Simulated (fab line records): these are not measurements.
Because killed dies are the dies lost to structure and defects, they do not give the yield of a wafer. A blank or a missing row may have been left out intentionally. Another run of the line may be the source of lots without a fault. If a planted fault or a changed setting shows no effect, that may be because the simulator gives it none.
Comparing a struck lot with a sound one    flow sky130    18 steps out of a route of 708
Sound: wafers L167.2, L167.5, L167.6. The struck wafers were L181.1, L181.2, L181.3. The cause is given at the end.
Per side, at each step with rows, come the tool, then ch with its chambers, and then its first start. Under that, the readings that differ: sound wafers    struck wafers    difference of the means    sigmas: that difference in standard deviations of wafers without a fault.
alike: words and numbers the same on both sides, and readings whose means are apart by under 2 such deviations; not compared: readings that were withheld, readings missing a value for some wafer, numbers with overlapping values and no deviation given by the record, and bounds like >300 which may hide the same value.
Wherever a step has rows on one side only, a row that says differs or no value, or a row with sigmas, the two part there. When numbers do not overlap yet have no deviation, they are printed without sigmas and do not part them. Lack of a reading on every wafer of one side parts them only where that side has two or more wafers.

first, 3 steps without rows for these wafers: SKY_LDD_P_EXPOSE_04 (exposes mask PSDM, target cd 380 nm); SKY_LDD_P_PEB_05; SKY_LDD_P_DEVELOP_06 (develop time 60 s).
SKY_LDD_P_CD_MEAS_07: target cd 380 nm.
  sound on cd-sem-01 at day 20 20:13; struck on cd-sem-02 at day 26 08:26
  alike: cd-nm
SKY_LDD_P_OVL_MEAS_08:
  sound on overlay-01 at day 20 20:19; struck on overlay-01 at day 26 08:34
  alike: LDD_P_OVL
then, 1 step without rows for these wafers: SKY_LDD_P_IMPLANT_09.
SKY_LDD_P_STRIP_10: strips in O2/N2.
  sound on plasma-asher-04 ch 0,1, day 20 20:29; struck on plasma-asher-03 ch 0,1, day 26 08:44
  alike: drypump-motor-current-A, oes-product-au, strip-time-to-endpoint-s
  not compared: rf-hours-counter-h
SKY_LDD_P_TW_MEAS_11:
  sound on film-metro-01 at day 20 20:36; struck on film-metro-03 at day 26 08:50
  alike: LDD_P_TW
then, 4 steps without rows for these wafers: SKY_LDD_HVN_DEHYDRATE_00 (time 60 s); SKY_LDD_HVN_HMDS_01 (prime time 60 s); SKY_LDD_HVN_COAT_02 (resist thk 300 nm); SKY_LDD_HVN_SOFTBAKE_03 (time 60 s).
SKY_LDD_HVN_EXPOSE_04: exposes mask HVNTM, target cd 700 nm.
  sound on iline-stepper-02 ch 0, day 21 12:13; struck on iline-stepper-02 ch 0, day 26 23:29
reading                          sound              struck             difference  sigmas
model.LDD_HVN.overlay-x-nm (nm)  1.608 1.608 1.608  49.04 49.04 49.04  +47.43      
  alike: mask
then, 2 steps without rows for these wafers: SKY_LDD_HVN_PEB_05; SKY_LDD_HVN_DEVELOP_06 (develop time 60 s).
SKY_LDD_HVN_OVL_MEAS_07:
  sound on overlay-01 at day 22 03:00; struck on overlay-02 at day 27 13:20
reading           sound        struck          difference  sigmas
LDD_HVN_OVL (nm)  3.0 0.6 0.7  51.6 50.8 50.7  +49.6       +35
then, 1 step without rows for these wafers: SKY_LDD_HVN_IMPLANT_08.
-- record jumps: 23 days separate the struck wafers' starts on either side; left off in module LDD_HVN, taken up again in module PAD_OPEN, whose first shown step is the route's number 708 --
SKY_PAD_OPEN_PROBE_99:
  record: rows for the struck wafers here (prober-02, day 50 19:16), none for the sound ones

## WHERE THEY PART
Earliest at SKY_LDD_HVN_OVL_MEAS_07; latest, in this record, at SKY_PAD_OPEN_PROBE_99.

WHY: whatever the simulator had introduced
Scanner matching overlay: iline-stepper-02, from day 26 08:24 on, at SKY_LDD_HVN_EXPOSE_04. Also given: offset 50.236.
